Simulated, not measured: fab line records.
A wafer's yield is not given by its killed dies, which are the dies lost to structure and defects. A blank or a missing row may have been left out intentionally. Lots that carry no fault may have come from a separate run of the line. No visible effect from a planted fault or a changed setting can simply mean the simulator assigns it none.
fab line records	flow sky130
[record] lots = 5	wafers = 15	last-day = 50
route steps=708 shown CONTACT@425 METAL1@434 PAD_OPEN@708
lots untouched by any fault: they come from a run of this same line in which no faults occurred
start-h: hours from the record's opening day to when the first of the lot's shown wafers began	wait-h: hours elapsed since this lot's preceding step	" identical to the entry in the row above	L1.1+2: a row that stands for several wafers	- value missing, or start not given	* or withheld: withheld	< > ~ a bound
route shown NAME@n: a module of which the file shows steps, and the number in the route of the first	usual: mean and standard deviation over wafers with no fault	same: alike in all rows	chamber/n: place in a boat	sites: per-site readings	_std_site: their standard deviation	_edge_site: inner sites' mean taken away from outer sites' mean	radius-mm: how far each site lies from the wafer's centre	mask NAME#n: copy n	behind: tool/chamber where the wafer was last shaped	hold: cause of the lot's hold/its duration in hours/its outcome	device: the n, p or np transistor that did not switch	end of line: at the end of the route, the tests of the same wafers	for a step that has no rows: nothing shown but its recipe	killed: dies that structure and defects cost at the first sort, which is not the same as the wafer's yield	map: shows each die of a wafer: x if killed, . if not, _ if none is there
set.NAME: the run value of the setting; set.NAME@STEP: its run value at that earlier step	model.NAME: the simulator's own value behind a step, which no gauge read
lots seen at some steps along the route; tables by step, rows by wafer
services: the hour from which a tool's chamber was out of use, counted from the record's first day as start-h (under 0 if before that day), plus the number of hours and why
[[steps]]
[step SKY_CONTACT_STRIP_19]
[recipe] chemistry = O2/N2	power-w = 1400	pressure-mtorr = 1500	platen-temp-c = withheld	o2-flow-sccm = 3000	n2-flow-sccm = 300	overash-fraction = 0.5
[usual] drypump-motor-current-A = 5.5/0.49	oes-product-au = 0.381/0.0052	strip-time-to-endpoint-s = 3.62/0.054
lot.wafer	tool	chamber	start-h	wait-h	drypump-motor-current-A	oes-product-au	rf-hours-counter-h	strip-time-to-endpoint-s
L782.1	plasma-asher-02	0	754.04	-	5.2	0.385	1	3.58
L782.4	"	1	"	"	4.7	0.383	-	3.57
L782.6	"	1	"	"	4.7	0.379	-	3.59
L795.2	plasma-asher-01	0	843.82	-	5.6	0.381	41	3.63
L795.4	"	1	"	"	6.0	0.380	-	3.60
L795.6	"	1	"	"	6.0	0.379	-	3.57
L799.1	plasma-asher-03	0	874.93	-	6.2	0.382	77	3.63
L799.3	"	0	"	"	6.1	0.386	-	3.69
L799.4	"	1	"	"	5.7	0.372	-	3.64
L801.1	plasma-asher-01	0	877.96	-	5.7	0.388	44	3.66
L801.5	"	0	"	"	5.6	0.392	-	3.73
L801.6	"	1	"	"	6.0	0.382	-	3.66
L805.1	plasma-asher-01	1	903.43	-	6.0	0.374	46	3.60
L805.3	"	1	"	"	6.0	0.383	-	3.61
L805.4	"	0	"	"	5.6	0.387	-	3.65
[step SKY_CONTACT_STRIP_20]
[recipe] chemistry = post-etch-residue-remover	time-s = 1200	temp-c = 72.5
[step SKY_CONTACT_CLEAN_21]
[recipe] chemistry = IPA	time-s = 180	temp-c = 25
[step SKY_CONTACT_CLEAN_22]
[recipe] chemistry = O3/DIW	dry = n2-spin
[step SKY_CONTACT_SPUTTER_23]
[recipe] material = TiN	target-thk-nm = 20	chamber-pressure-pa = 5	power-w = 4000	time-s = 80
[usual] throttle-valve-pct = 29.9/0.78
lot.wafer	tool	chamber	start-h	wait-h	throttle-valve-pct
L782.1	pvd-sputter-03	-	754.66	0.0	30.2
L782.4	"	-	"	"	29.9
L782.6	"	-	"	"	30.2
L795.2	pvd-sputter-04	-	844.45	0.0	30.7
L795.4	"	-	"	"	30.7
L795.6	"	-	"	"	30.7
L799.1	pvd-sputter-02	-	875.56	0.0	29.2
L799.3	"	-	"	"	29.2
L799.4	"	-	"	"	30.0
L801.1	pvd-sputter-04	-	878.61	0.0	29.0
L801.5	"	-	"	"	29.3
L801.6	"	-	"	"	30.3
L805.1	pvd-sputter-03	-	904.02	0.0	32.2
L805.3	"	-	"	"	30.7
L805.4	"	-	"	"	30.0
[step SKY_CONTACT_CVD_24]
[recipe] material = W	target-thk-nm = 340	time-s = 102.12	temp-c = 400	pressure-torr = 40
[usual] heater-power-w = 866/67
lot.wafer	tool	chamber	start-h	wait-h	heater-power-w	since-wet-clean-h
L782.1	cvd-w-02	0	754.72	0.0	882	351
L782.4	"	0	"	"	881	-
L782.6	"	0	"	"	897	-
L795.2	cvd-w-01	0	844.51	0.0	772	940
L795.4	"	1	"	"	967	-
L795.6	"	0	"	"	792	-
L799.1	cvd-w-02	0	875.62	0.0	893	472
L799.3	"	0	"	"	867	-
L799.4	"	1	"	"	820	-
L801.1	cvd-w-01	1	878.71	0.1	947	974
L801.5	"	0	"	"	800	-
L801.6	"	1	"	"	959	-
L805.1	cvd-w-02	0	904.09	0.0	911	500
L805.3	"	0	"	"	901	-
L805.4	"	1	"	"	844	-
[step SKY_CONTACT_RS_MEAS_25]
[recipe] thk-meas-gauge = four-point-probe	reads = W_of_CONTACT_CVD_24+TiN_of_CONTACT_SPUTTER_23
[usual] CONTACT_W_RS = 0.339/0.0031
lot.wafer	tool	chamber	start-h	wait-h	CONTACT_W_RS[ohm/sq]
L782.1	film-metro-01	-	754.83	0.1	0.343
L782.4	"	-	"	"	0.340
L782.6	"	-	"	"	0.346
L795.2	film-metro-01	-	844.64	0.1	0.342
L795.4	"	-	"	"	0.339
L795.6	"	-	"	"	0.342
L799.1	film-metro-01	-	875.73	0.1	0.341
L799.3	"	-	"	"	0.338
L799.4	"	-	"	"	0.338
L801.1	film-metro-03	-	878.82	0.1	0.338
L801.5	"	-	"	"	0.339
L801.6	"	-	"	"	0.337
L805.1	film-metro-01	-	904.20	0.1	0.338
L805.3	"	-	"	"	0.339
L805.4	"	-	"	"	0.342
[step SKY_CONTACT_THK_MEAS_26]
[recipe] thk-meas-gauge = xrf	reads = W_of_CONTACT_CVD_24
[usual] CONTACT_W_THK = 327/3.5
lot.wafer	tool	chamber	start-h	wait-h	CONTACT_W_THK[nm]
L782.1	film-metro-01	-	754.95	0.1	322
L782.4	"	-	"	"	326
L782.6	"	-	"	"	319
L795.2	film-metro-01	-	844.75	0.1	322
L795.4	"	-	"	"	328
L795.6	"	-	"	"	326
L799.1	film-metro-01	-	875.85	0.1	324
L799.3	"	-	"	"	324
L799.4	"	-	"	"	326
L801.1	film-metro-03	-	878.94	0.1	327
L801.5	"	-	"	"	325
L801.6	"	-	"	"	328
L805.1	film-metro-01	-	904.32	0.1	328
L805.3	"	-	"	"	325
L805.4	"	-	"	"	321
[step SKY_CONTACT_CMP_27]
[recipe] stop-on = SiO2	t-overpolish-s = 15	down-force-psi = 3.5	platen-rpm = 60	target-thk-nm = 0	pad-velocity-m-s = 0.94248
[usual] motor-current-A = 10.6/1	overpolish-run-s = 15.002/0.0096	time-to-endpoint-s = 83/4
[same] t-overpolish-s = 15
lot.wafer	tool	chamber	start-h	wait-h	motor-current-A	overpolish-run-s	time-to-endpoint-s
L782.1	cmp-02	3	755.11	0.1	8.8	15.010	82
L782.4	"	0	"	"	9.8	15.001	86
L782.6	"	2	"	"	11.3	15.011	83
L795.2	cmp-02	0	844.80	0.0	10.0	14.995	81
L795.4	"	1	"	"	10.9	15.013	89
L795.6	"	0	"	"	10.2	15.003	88
L799.3	cmp-02	1	875.91	0.0	11.2	15.020	91
L799.1	"	3	"	"	8.9	15.011	84
L799.4	"	0	"	"	10.5	14.995	86
L801.1	cmp-01	2	879.29	0.3	11.5	15.004	80
L801.6	"	0	"	"	11.0	15.005	84
L801.5	"	1	"	"	10.0	14.987	76
L805.4	cmp-02	3	904.38	0.0	9.1	15.012	81
L805.1	"	1	"	"	11.4	14.999	87
L805.3	"	2	"	"	10.7	15.007	85
[step SKY_METAL1_SPUTTER_00]
[recipe] material = Ti	target-thk-nm = 15	power-w = 3000	time-s = 10	chamber-pressure-pa = 0.4
[step SKY_METAL1_SPUTTER_01]
[recipe] material = TiN	target-thk-nm = 20	power-w = 6500	time-s = 16.7	chamber-pressure-pa = 0.4
[step SKY_METAL1_SPUTTER_02]
[recipe] material = AlCu	target-thk-nm = 250	power-w = 10600	time-s = 13.3	chamber-pressure-pa = 0.4
[step SKY_METAL1_SPUTTER_03]
[recipe] material = Ti	target-thk-nm = 5	power-w = 3000	time-s = 3.3	chamber-pressure-pa = 0.4
[usual] throttle-valve-pct = 29.4/0.85
lot.wafer	tool	chamber	start-h	wait-h	throttle-valve-pct	model.Ti_of_METAL1_SPUTTER_03.thk-nm
L782.1	pvd-sputter-04	-	755.39	0.0	29.2	5.153
L782.4	"	-	"	"	30.7	5.081
L782.6	"	-	"	"	29.5	5.012
L795.2	pvd-sputter-01	-	845.18	0.0	28.9	5.034
L795.4	"	-	"	"	30.0	4.597
L795.6	"	-	"	"	28.9	5.035
L799.1	pvd-sputter-04	-	876.28	0.0	29.2	4.927
L799.3	"	-	"	"	30.4	2.612
L799.4	"	-	"	"	30.8	2.614
L801.1	pvd-sputter-01	-	879.56	0.0	28.9	5.145
L801.5	"	-	"	"	28.3	4.579
L801.6	"	-	"	"	30.1	4.648
L805.1	pvd-sputter-01	-	904.75	0.0	28.4	4.593
L805.3	"	-	"	"	28.8	5.032
L805.4	"	-	"	"	30.4	4.597
[step SKY_METAL1_SPUTTER_04]
[recipe] material = TiN	target-thk-nm = 70	power-w = 6500	time-s = 58.3	chamber-pressure-pa = 0.4
[usual] throttle-valve-pct = 29.4/0.87
lot.wafer	tool	chamber	start-h	wait-h	throttle-valve-pct
L782.1	pvd-sputter-04	-	755.41	0.0	29.4
L782.4	"	-	"	"	30.6
L782.6	"	-	"	"	29.4
L795.2	pvd-sputter-01	-	845.19	0.0	28.7
L795.4	"	-	"	"	30.0
L795.6	"	-	"	"	28.6
L799.1	pvd-sputter-04	-	876.30	0.0	29.3
L799.3	"	-	"	"	30.5
L799.4	"	-	"	"	30.7
L801.1	pvd-sputter-01	-	879.58	0.0	28.5
L801.5	"	-	"	"	28.5
L801.6	"	-	"	"	30.1
L805.1	pvd-sputter-01	-	904.77	0.0	28.3
L805.3	"	-	"	"	28.5
L805.4	"	-	"	"	30.3
[step SKY_PAD_OPEN_PROBE_99]
[usual] defect-limited-yield = 82.7/2	killed_at_M0_to_M3 = 42/7.4	killed_at_M4_up = 3.5/1.9	killed-at-contacts = 24/5.2	killed-at-front-end = 15/4.5	killed-at-other = 0.2/0.53	killed-dies = 85/9.8	killed-open = 46/7.6	killed-short = 39/6.5	sort_bin_3_pad_short = 0.9/0.4	sort_bin_5_function = 10.3/1.5	sort_bin_6_memory = 6.1/1.1	sort-n-pass = 407/9.8	sort-yield-pct = 82.7/2
[same] gross-dies = 492	killed-at-back-side = 0	sort_bin_4_leakage[%] = 0	sort_bin_8_speed[%] = 0
lot.wafer	tool	chamber	start-h	wait-h	defect-limited-yield[%]	killed_at_M0_to_M3	killed_at_M4_up	killed-at-contacts	killed-at-front-end	killed-at-other	killed-dies	killed-open	killed-short	sort_bin_3_pad_short[%]	sort_bin_5_function[%]	sort_bin_6_memory[%]	sort-n-pass	sort-yield-pct[%]	model.etest.met1.rs-ohm-sq
L782.1	prober-02	-	1087.52	0.1	81.5	50	3	23	14	1	91	44	47	1.0	10.6	6.9	401	81.5	0.1291
L782.4	prober-02	-	1087.67	0.2	82.5	47	4	24	11	0	86	46	40	0.4	11.6	5.5	406	82.5	0.1277
L782.6	prober-02	-	1087.77	0.2	86.0	38	5	20	5	1	69	33	36	0.8	9.1	4.1	423	86.0	0.1297
L795.2	prober-01	-	1160.69	0.1	86.0	30	1	23	15	0	69	46	23	1.2	8.7	4.1	423	86.0	0.1282
L795.4	prober-01	-	1160.79	0.2	83.3	41	2	20	19	0	82	39	43	1.0	7.9	7.7	410	83.3	0.128
L795.6	prober-01	-	1160.89	0.2	87.0	28	3	23	10	0	64	34	30	0.8	7.3	4.9	428	87.0	0.1255
L799.1	prober-01	-	1178.55	0.1	84.1	37	4	21	16	0	78	46	31	1.0	8.3	6.5	414	84.1	0.1265
L799.3	prober-01	-	1178.65	0.2	83.7	44	5	13	18	0	80	45	35	0.6	8.9	6.7	412	83.7	0.1266
L799.4	prober-01	-	1178.70	0.2	87.4	32	2	18	10	0	62	34	28	0.8	6.7	5.1	430	87.4	0.1261
L801.1	prober-01	-	1186.70	0.1	82.1	34	4	29	21	0	88	42	46	0.8	11.4	5.7	404	82.1	0.1302
L801.5	prober-01	-	1186.90	0.2	79.3	49	2	33	18	0	102	66	36	0.6	12.2	7.9	390	79.3	0.1261
L801.6	prober-01	-	1186.95	0.2	83.3	37	3	23	19	0	82	31	51	1.4	10.2	5.1	410	83.3	0.1288
L805.1	prober-01	-	1200.04	0.1	81.1	48	3	26	16	0	93	53	40	1.0	12.8	5.1	399	81.1	0.1267
L805.3	prober-01	-	1200.14	0.2	80.3	49	1	25	22	0	97	51	46	1.0	12.8	5.9	395	80.3	0.1312
L805.4	prober-01	-	1200.19	0.2	82.3	29	4	28	26	0	87	45	42	1.2	11.4	5.1	405	82.3	0.1284
// killed by level:class
L782.1 VIA1:geometric-particle:open=14 LI_CONTACT:geometric-particle:open=8 METAL2:geometric-particle:short=8 VIA3:geometric-particle:open=6 VIA1:geometric-particle:short=5 CONTACT:geometric-particle:open=5 VIA2:geometric-particle:short=5 FIELD_ISO:geometric-particle:short=4
L782.4 VIA1:geometric-particle:open=8 LI_CONTACT:geometric-particle:open=7 CONTACT:geometric-particle:open=7 VIA3:geometric-particle:open=6 VIA1:geometric-particle:short=6 METAL1:geometric-particle:short=5 VIA3:geometric-particle:short=5 VIA2:geometric-particle:open=4
L782.6 LI_CONTACT:geometric-particle:open=6 CONTACT:geometric-particle:open=6 METAL1:geometric-particle:short=6 VIA2:geometric-particle:open=6 VIA1:geometric-particle:short=5 VIA1:geometric-particle:open=5 LOCAL_INTERCONNECT:geometric-particle:short=4 METAL3:geometric-particle:short=4
L795.2 CONTACT:geometric-particle:open=11 VIA3:geometric-particle:open=8 VIA1:geometric-particle:open=8 VIA2:geometric-particle:open=6 LI_CONTACT:geometric-particle:open=5 FIELD_ISO:geometric-particle:open=4 POLY_GATE:geometric-particle:open=4 CONTACT:geometric-particle:short=4
L795.4 VIA1:geometric-particle:open=9 METAL2:geometric-particle:short=8 LI_CONTACT:geometric-particle:open=7 VIA1:geometric-particle:short=7 FIELD_ISO:geometric-particle:short=6 VIA2:geometric-particle:open=6 POLY_GATE:geometric-particle:open=5 CONTACT:geometric-particle:open=5
L795.6 LI_CONTACT:geometric-particle:open=11 METAL1:geometric-particle:short=7 VIA1:geometric-particle:open=6 POLY_GATE:geometric-particle:open=4 VIA3:geometric-particle:open=4 FIELD_ISO:geometric-particle:open=3 LI_CONTACT:geometric-particle:short=3 LOCAL_INTERCONNECT:geometric-particle:short=3
L799.1 VIA1:geometric-particle:open=9 LI_CONTACT:geometric-particle:open=7 VIA3:geometric-particle:open=6 VIA2:geometric-particle:open=6 CONTACT:geometric-particle:open=5 METAL2:geometric-particle:short=5 FIELD_ISO:geometric-particle:short=4 POLY_GATE:geometric-particle:open=4
L799.3 VIA1:geometric-particle:open=12 VIA2:geometric-particle:open=8 LI_CONTACT:geometric-particle:open=7 METAL2:geometric-particle:short=6 FIELD_ISO:geometric-particle:short=5 POLY_GATE:geometric-particle:short=4 POLY_GATE:geometric-particle:open=3 METAL1:geometric-particle:short=3
L799.4 CONTACT:geometric-particle:open=6 VIA1:geometric-particle:short=6 VIA1:geometric-particle:open=6 VIA2:geometric-particle:open=6 LOCAL_INTERCONNECT:geometric-particle:short=5 METAL1:geometric-particle:short=4 VIA3:geometric-particle:short=3 LI_CONTACT:geometric-particle:open=3
L801.1 CONTACT:geometric-particle:open=8 LI_CONTACT:geometric-particle:open=7 VIA1:geometric-particle:open=7 LI_CONTACT:geometric-particle:short=6 VIA3:geometric-particle:short=6 FIELD_ISO:geometric-particle:short=5 POLY_GATE:geometric-particle:open=5 POLY_GATE:geometric-particle:short=5
L801.5 VIA1:geometric-particle:open=18 VIA2:geometric-particle:open=10 LI_CONTACT:geometric-particle:open=10 CONTACT:geometric-particle:open=8 LOCAL_INTERCONNECT:geometric-particle:short=5 VIA3:geometric-particle:open=5 FIELD_ISO:geometric-particle:open=4 FIELD_ISO:geometric-particle:short=4
L801.6 LI_CONTACT:geometric-particle:open=9 VIA1:geometric-particle:short=7 FIELD_ISO:geometric-particle:short=6 POLY_GATE:geometric-particle:short=6 LOCAL_INTERCONNECT:geometric-particle:short=6 METAL1:geometric-particle:short=6 VIA3:geometric-particle:open=5 CONTACT:geometric-particle:short=4
L805.1 LI_CONTACT:geometric-particle:open=13 VIA1:geometric-particle:open=12 CONTACT:geometric-particle:open=7 METAL1:geometric-particle:short=7 VIA2:geometric-particle:open=6 VIA3:geometric-particle:open=5 VIA1:geometric-particle:short=4 VIA3:geometric-particle:short=4
L805.3 CONTACT:geometric-particle:open=10 VIA1:geometric-particle:short=9 VIA2:geometric-particle:open=8 VIA1:geometric-particle:open=8 POLY_GATE:geometric-particle:short=7 VIA3:geometric-particle:open=7 POLY_GATE:geometric-particle:open=5 LI_CONTACT:geometric-particle:open=5
L805.4 CONTACT:geometric-particle:open=12 FIELD_ISO:geometric-particle:open=9 FIELD_ISO:geometric-particle:short=8 LOCAL_INTERCONNECT:geometric-particle:short=6 LI_CONTACT:geometric-particle:open=6 METAL3:geometric-particle:short=6 POLY_GATE:geometric-particle:open=4 METAL1:geometric-particle:short=4
[[services]]
tool	chamber	start-h	hours	kind
plasma-asher-02	-	733.75	9.0	pm
cmp-01	-	744.19	4.0	pm
cvd-w-01	1	747.50	18.5	repair
pvd-sputter-04	-	751.19	0.6	repair
cmp-01	-	768.06	1.1	repair
cmp-02	-	769.29	6.0	pm
cmp-02	-	779.28	1.5	repair
cvd-w-02	-	799.10	2.8	pm
cvd-w-02	-	816.30	1.6	repair
pvd-sputter-03	-	816.49	2.2	repair
pvd-sputter-02	-	821.41	2.0	repair
pvd-sputter-02	-	821.73	11.6	repair
pvd-sputter-02	-	822.40	1.7	repair
cvd-w-02	-	830.28	6.9	pm
cmp-01	-	858.31	3.7	repair
cmp-01	-	862.04	4.6	pm
cmp-01	-	866.02	2.0	repair
cmp-02	-	867.57	0.9	repair
pvd-sputter-02	-	869.93	4.5	repair
cmp-01	-	875.18	1.0	repair
cvd-w-02	-	884.78	1.1	repair
plasma-asher-01	-	885.88	12.9	repair
cmp-01	-	897.88	1.5	repair
cvd-w-01	-	904.00	14.0	pm
[[key]]
first-sign none at tools or gauges
[model-effect] step = SKY_METAL1_SPUTTER_03	value = Ti_of_METAL1_SPUTTER_03.thk-nm	without = 4.97	struck = 2.613
[model-effect] step = SKY_PAD_OPEN_PROBE_99	value = etest.met1.rs-ohm-sq	without = 0.1292	struck = 0.1264
met-at SKY_METAL1_SPUTTER_03
struck-wafers L799.3,L799.4
onset-between 755.39 876.28
[fault] kind = process-parameter-drift	tool = pvd-sputter-04	chamber = -	onset-h = 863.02	steps = SKY_METAL1_SPUTTER_03	channel = target-thk-nm	offset = -2.3568	shape = step	end-h = 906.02	scope = struck-wafers-only	acts-in = these-recipes-only	stated = 5
